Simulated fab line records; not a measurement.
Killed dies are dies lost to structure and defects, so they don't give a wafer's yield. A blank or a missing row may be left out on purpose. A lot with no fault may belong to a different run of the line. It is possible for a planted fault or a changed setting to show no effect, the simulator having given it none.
Which tool did it? || flow gf180mcu || Sampling: 11 lots, 33 wafers, 7 of 602 route steps

## WHAT THE GAUGES SHOWED, per wafer
GF_V3_BOW_MEAS_05. Usual: V3_BOW typically reads 118 um, with standard deviation 8.9.
{"lot": "L429", "measured": "day 21 10:01", "on": "film metro-03", "V3_BOW (um)": "140 122 129", "flag": ""}
{"lot": "L430", "measured": "day 22 01:26", "on": "film metro-03", "V3_BOW (um)": "116 124 107", "flag": ""}
{"lot": "L431", "measured": "day 22 07:33", "on": "film metro-03", "V3_BOW (um)": "108 119 114", "flag": ""}
{"lot": "L433", "measured": "day 23 02:45", "on": "film metro-02", "V3_BOW (um)": "109 115 119", "flag": ""}
{"lot": "L434", "measured": "day 23 08:39", "on": "film metro-02", "V3_BOW (um)": "120 124 124", "flag": ""}
{"lot": "L437", "measured": "day 24 07:34", "on": "film metro-03", "V3_BOW (um)": "126 124 130", "flag": ""}
{"lot": "L438", "measured": "day 24 17:34", "on": "film metro-04", "V3_BOW (um)": "123 127 132", "flag": ""}
{"lot": "L439", "measured": "day 25 04:38", "on": "film metro-02", "V3_BOW (um)": "124 117 126", "flag": ""}
{"lot": "L440", "measured": "day 25 09:38", "on": "film metro-04", "V3_BOW (um)": "114 109 119", "flag": ""}
{"lot": "L445", "measured": "day 27 01:28", "on": "film metro-04", "V3_BOW (um)": "106 120 113", "flag": ""}
{"lot": "L449", "measured": "day 28 06:34", "on": "film metro-03", "V3_BOW (um)": "126 126 133", "flag": ""}

GF_V3_RS_MEAS_24: measurement is done with a four-point probe. Usual: V3_W_RS typically reads 0.326 ohm/sq, with standard deviation 0.0047.
{"lot": "L429", "measured": "day 22 10:50", "on": "film metro-04", "V3_W_RS (ohm/sq)": "0.335 0.334 0.333", "flag": ""}
{"lot": "L430", "measured": "day 23 01:41", "on": "film metro-03", "V3_W_RS (ohm/sq)": "0.323 0.322 0.323", "flag": ""}
{"lot": "L431", "measured": "day 23 07:20", "on": "film metro-04", "V3_W_RS (ohm/sq)": "0.321 0.323 0.322", "flag": ""}
{"lot": "L433", "measured": "day 24 01:53", "on": "film metro-02", "V3_W_RS (ohm/sq)": "0.331 0.328 0.333", "flag": ""}
{"lot": "L434", "measured": "day 24 08:20", "on": "film metro-04", "V3_W_RS (ohm/sq)": "0.329 0.328 0.329", "flag": ""}
{"lot": "L437", "measured": "day 25 06:24", "on": "film metro-02", "V3_W_RS (ohm/sq)": "0.319 0.323 0.321", "flag": ""}
{"lot": "L438", "measured": "day 25 16:16", "on": "film metro-03", "V3_W_RS (ohm/sq)": "0.328 0.329 0.324", "flag": ""}
{"lot": "L439", "measured": "day 26 03:05", "on": "film metro-03", "V3_W_RS (ohm/sq)": "0.333 0.326 0.328", "flag": ""}
{"lot": "L440", "measured": "day 26 07:32", "on": "film metro-04", "V3_W_RS (ohm/sq)": "0.325 0.170 0.169", "flag": "OFF"}
{"lot": "L445", "measured": "day 27 22:39", "on": "film metro-02", "V3_W_RS (ohm/sq)": "0.170 0.172 0.334", "flag": "OFF"}
{"lot": "L449", "measured": "day 29 03:11", "on": "film metro-03", "V3_W_RS (ohm/sq)": "0.322 0.317 0.319", "flag": ""}

GF_V3_THK_MEAS_25: measures by xrf. Usual: V3_W_THK typically reads 357 nm, with standard deviation 6.8.
{"lot": "L429", "measured": "day 22 10:58", "on": "film metro-04", "V3_W_THK (nm)": "340 341 345", "flag": ""}
{"lot": "L430", "measured": "day 23 01:47", "on": "film metro-03", "V3_W_THK (nm)": "364 363 363", "flag": ""}
{"lot": "L431", "measured": "day 23 07:26", "on": "film metro-04", "V3_W_THK (nm)": "353 353 352", "flag": ""}
{"lot": "L433", "measured": "day 24 02:00", "on": "film metro-02", "V3_W_THK (nm)": "355 355 352", "flag": ""}
{"lot": "L434", "measured": "day 24 08:27", "on": "film metro-04", "V3_W_THK (nm)": "345 345 347", "flag": ""}
{"lot": "L437", "measured": "day 25 06:31", "on": "film metro-02", "V3_W_THK (nm)": "366 361 363", "flag": ""}
{"lot": "L438", "measured": "day 25 16:23", "on": "film metro-03", "V3_W_THK (nm)": "357 354 360", "flag": ""}
{"lot": "L439", "measured": "day 26 03:12", "on": "film metro-03", "V3_W_THK (nm)": "356 362 360", "flag": ""}
{"lot": "L440", "measured": "day 26 07:39", "on": "film metro-04", "V3_W_THK (nm)": "351 - -", "flag": ""}
{"lot": "L445", "measured": "day 27 22:46", "on": "film metro-02", "V3_W_THK (nm)": "- - 349", "flag": ""}
{"lot": "L449", "measured": "day 29 03:19", "on": "film metro-03", "V3_W_THK (nm)": "365 376 369", "flag": ""}

GF_M4_RS_MEAS_05: measurement is done with a four-point probe. Usual: M4_ALCU_RS typically reads 0.0694 ohm/sq, with standard deviation 0.00079.
{"lot": "L429", "measured": "day 22 11:47", "on": "film metro-01", "M4_ALCU_RS (ohm/sq)": "0.0700 0.0699 0.0700", "flag": ""}
{"lot": "L430", "measured": "day 23 02:23", "on": "film metro-02", "M4_ALCU_RS (ohm/sq)": "0.0687 0.0691 0.0696", "flag": ""}
{"lot": "L431", "measured": "day 23 08:02", "on": "film metro-02", "M4_ALCU_RS (ohm/sq)": "0.0679 0.0685 0.0681", "flag": ""}
{"lot": "L433", "measured": "day 24 02:35", "on": "film metro-02", "M4_ALCU_RS (ohm/sq)": "0.0695 0.0685 0.0698", "flag": ""}
{"lot": "L434", "measured": "day 24 09:02", "on": "film metro-02", "M4_ALCU_RS (ohm/sq)": "0.0684 0.0687 0.0688", "flag": ""}
{"lot": "L437", "measured": "day 25 07:06", "on": "film metro-02", "M4_ALCU_RS (ohm/sq)": "0.0688 0.0688 0.0695", "flag": ""}
{"lot": "L438", "measured": "day 25 16:58", "on": "film metro-03", "M4_ALCU_RS (ohm/sq)": "0.0709 0.0698 0.0709", "flag": ""}
{"lot": "L439", "measured": "day 26 03:56", "on": "film metro-02", "M4_ALCU_RS (ohm/sq)": "0.0698 0.0697 0.0693", "flag": ""}
{"lot": "L440", "measured": "day 26 08:14", "on": "film metro-02", "M4_ALCU_RS (ohm/sq)": "0.0699 0.0682 0.0692", "flag": ""}
{"lot": "L445", "measured": "day 27 23:21", "on": "film metro-03", "M4_ALCU_RS (ohm/sq)": "0.0691 0.0702 0.0702", "flag": ""}
{"lot": "L449", "measured": "day 29 03:53", "on": "film metro-03", "M4_ALCU_RS (ohm/sq)": "0.0699 0.0701 0.0699", "flag": ""}

## EACH LOT AND THE TOOL THAT RAN IT (in order: tool; ch and the chambers of the sampled wafers; start)
{"lot": "L429", "GF_V3_CVD_23": "cvd w-02 ch 0,1, day 22 10:44", "GF_V3_CMP_26": "cmp-01 ch 0,2, day 22 11:16", "GF_M4_SPUTTER_04": "pvd sputter-02, day 22 11:45"}
{"lot": "L430", "GF_V3_CVD_23": "cvd w-01 ch 0,1, day 23 01:34", "GF_V3_CMP_26": "cmp-01 ch 0,1,2, day 23 01:50", "GF_M4_SPUTTER_04": "pvd sputter-04, day 23 02:19"}
{"lot": "L431", "GF_V3_CVD_23": "cvd w-01 ch 0, day 23 07:11", "GF_V3_CMP_26": "cmp-01 ch 1,2,3, day 23 07:32", "GF_M4_SPUTTER_04": "pvd sputter-03, day 23 07:58"}
{"lot": "L433", "GF_V3_CVD_23": "cvd w-02 ch 0,1, day 24 01:46", "GF_V3_CMP_26": "cmp-01 ch 0,1,2, day 24 02:07", "GF_M4_SPUTTER_04": "pvd sputter-02, day 24 02:32"}
{"lot": "L434", "GF_V3_CVD_23": "cvd w-02 ch 1, day 24 08:13", "GF_V3_CMP_26": "cmp-01 ch 0,3, day 24 08:31", "GF_M4_SPUTTER_04": "pvd sputter-03, day 24 08:59"}
{"lot": "L437", "GF_V3_CVD_23": "cvd w-01 ch 0,1, day 25 06:16", "GF_V3_CMP_26": "cmp-02 ch 0,3, day 25 06:37", "GF_M4_SPUTTER_04": "pvd sputter-03, day 25 07:02"}
{"lot": "L438", "GF_V3_CVD_23": "cvd w-02 ch 0,1, day 25 16:08", "GF_V3_CMP_26": "cmp-01 ch 0,1, day 25 16:26", "GF_M4_SPUTTER_04": "pvd sputter-02, day 25 16:55"}
{"lot": "L439", "GF_V3_CVD_23": "cvd w-02 ch 0,1, day 26 02:58", "GF_V3_CMP_26": "cmp-01 ch 1,2,3, day 26 03:25", "GF_M4_SPUTTER_04": "pvd sputter-04, day 26 03:54"}
{"lot": "L440", "GF_V3_CVD_23": "cvd w-02 ch 0,1, day 26 07:25", "GF_V3_CMP_26": "cmp-01 ch 0,2,3, day 26 07:43", "GF_M4_SPUTTER_04": "pvd sputter-03, day 26 08:11"}
{"lot": "L445", "GF_V3_CVD_23": "cvd w-02 ch 0,1, day 27 22:31", "GF_V3_CMP_26": "cmp-02 ch 1,2, day 27 22:52", "GF_M4_SPUTTER_04": "pvd sputter-04, day 27 23:17"}
{"lot": "L449", "GF_V3_CVD_23": "cvd w-01 ch 0,1, day 29 03:04", "GF_V3_CMP_26": "cmp-01 ch 1,2,3, day 29 03:25", "GF_M4_SPUTTER_04": "pvd sputter-04, day 29 03:51"}
- GF_V3_CVD_23: deposits W, target thk 350 nm, time 104.9 s.
- GF_V3_CMP_26: polishes, stops on SiO2, t overpolish 15 s, target thk 0 nm.
- GF_M4_SPUTTER_04: material TiN, target thk 50 nm, time 41.7 s.

## AS READ BY THE TOOLS THEMSELVES (means over the sampled wafers that have a number; for cases with no such wafer, the mark the record gives instead)
GF_V3_CVD_23. Usual: chamber pressure Torr 39.99 Torr, standard deviation 0.085; heater power w 862 W, standard deviation 94.
{"lot": "L429", "tool": "cvd w-02", "chamber pressure Torr (Torr)": 40.03, "heater power w (W)": 825, "flag": ""}
{"lot": "L430", "tool": "cvd w-01", "chamber pressure Torr (Torr)": 39.99, "heater power w (W)": 919, "flag": ""}
{"lot": "L431", "tool": "cvd w-01", "chamber pressure Torr (Torr)": 39.99, "heater power w (W)": 764, "flag": ""}
{"lot": "L433", "tool": "cvd w-02", "chamber pressure Torr (Torr)": 39.96, "heater power w (W)": 823, "flag": ""}
{"lot": "L434", "tool": "cvd w-02", "chamber pressure Torr (Torr)": 40.07, "heater power w (W)": 859, "flag": ""}
{"lot": "L437", "tool": "cvd w-01", "chamber pressure Torr (Torr)": 40.06, "heater power w (W)": 839, "flag": ""}
{"lot": "L438", "tool": "cvd w-02", "chamber pressure Torr (Torr)": 39.91, "heater power w (W)": 825, "flag": ""}
{"lot": "L439", "tool": "cvd w-02", "chamber pressure Torr (Torr)": 40.04, "heater power w (W)": 821, "flag": ""}
{"lot": "L440", "tool": "cvd w-02", "chamber pressure Torr (Torr)": 39.90, "heater power w (W)": 827, "flag": ""}
{"lot": "L445", "tool": "cvd w-02", "chamber pressure Torr (Torr)": 40.00, "heater power w (W)": 833, "flag": ""}
{"lot": "L449", "tool": "cvd w-01", "chamber pressure Torr (Torr)": 40.03, "heater power w (W)": 846, "flag": ""}

GF_V3_CMP_26. Usual: motor current A 11.4 A, standard deviation 1; time to endpoint s 85.0 s, standard deviation 2.8.
{"lot": "L429", "tool": "cmp-01", "motor current A (A)": 11.1, "time to endpoint s (s)": 83.7, "flag": ""}
{"lot": "L430", "tool": "cmp-01", "motor current A (A)": 11.7, "time to endpoint s (s)": 83.5, "flag": ""}
{"lot": "L431", "tool": "cmp-01", "motor current A (A)": 11.8, "time to endpoint s (s)": 86.5, "flag": ""}
{"lot": "L433", "tool": "cmp-01", "motor current A (A)": 11.8, "time to endpoint s (s)": 84.0, "flag": ""}
{"lot": "L434", "tool": "cmp-01", "motor current A (A)": 10.8, "time to endpoint s (s)": 84.6, "flag": ""}
{"lot": "L437", "tool": "cmp-02", "motor current A (A)": 12.0, "time to endpoint s (s)": 86.9, "flag": ""}
{"lot": "L438", "tool": "cmp-01", "motor current A (A)": 11.5, "time to endpoint s (s)": 86.4, "flag": ""}
{"lot": "L439", "tool": "cmp-01", "motor current A (A)": 12.1, "time to endpoint s (s)": 83.3, "flag": ""}
{"lot": "L440", "tool": "cmp-01", "motor current A (A)": 11.2, "time to endpoint s (s)": 133.6, "flag": "OFF"}
{"lot": "L445", "tool": "cmp-02", "motor current A (A)": 10.5, "time to endpoint s (s)": 136.8, "flag": "OFF"}
{"lot": "L449", "tool": "cmp-01", "motor current A (A)": 11.9, "time to endpoint s (s)": 87.1, "flag": ""}

GF_M4_SPUTTER_04. Usual: throttle valve pct reads 29.5 % (standard deviation 1.1).
{"lot": "L429", "tool": "pvd sputter-02", "throttle valve pct (%)": 29.7, "flag": ""}
{"lot": "L430", "tool": "pvd sputter-04", "throttle valve pct (%)": 29.3, "flag": ""}
{"lot": "L431", "tool": "pvd sputter-03", "throttle valve pct (%)": 28.7, "flag": ""}
{"lot": "L433", "tool": "pvd sputter-02", "throttle valve pct (%)": 29.5, "flag": ""}
{"lot": "L434", "tool": "pvd sputter-03", "throttle valve pct (%)": 29.6, "flag": ""}
{"lot": "L437", "tool": "pvd sputter-03", "throttle valve pct (%)": 30.2, "flag": ""}
{"lot": "L438", "tool": "pvd sputter-02", "throttle valve pct (%)": 29.7, "flag": ""}
{"lot": "L439", "tool": "pvd sputter-04", "throttle valve pct (%)": 30.3, "flag": ""}
{"lot": "L440", "tool": "pvd sputter-03", "throttle valve pct (%)": 29.1, "flag": ""}
{"lot": "L445", "tool": "pvd sputter-04", "throttle valve pct (%)": 29.5, "flag": ""}
{"lot": "L449", "tool": "pvd sputter-04", "throttle valve pct (%)": 29.4, "flag": ""}

## THE ANSWER, worked out from the rows above alone
Rule: lot off if the mean of its wafers having a number is beyond 3 standard deviations from the usual mean. Also off: a lot with no number at a reading for which 4 or more lots have one. All remaining lots with rows at the step are treated as sound. Order of review: gauges by route order, followed by the tools' own readings, for which a lot's mean as printed above is used. At the first step where some lot is off, the reading lying furthest off is the one used; lots without a number count as furthest.
Off: L440, L445, seen at GF_V3_RS_MEAS_24 (V3_W_RS).
A tool fits if, at a process step before that reading, it ran every lot that is off, and no sound lot after the first of them. Not tried: the gauges at GF_V3_RS_MEAS_24; whatever is off there is also off at GF_V3_CMP_26, on other tools, and gauge error can't account for it. One fits: cvd w-02 at GF_V3_CVD_23. A fault onset in the window from L439 (day 26 02:58, its last sound lot) to L440 (day 26 07:25, its first lot off) fits.

## WHAT THE SIMULATOR HAD PUT IN
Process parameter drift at GF_V3_CVD_23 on cvd w-02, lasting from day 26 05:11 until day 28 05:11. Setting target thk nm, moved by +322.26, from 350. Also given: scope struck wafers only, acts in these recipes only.
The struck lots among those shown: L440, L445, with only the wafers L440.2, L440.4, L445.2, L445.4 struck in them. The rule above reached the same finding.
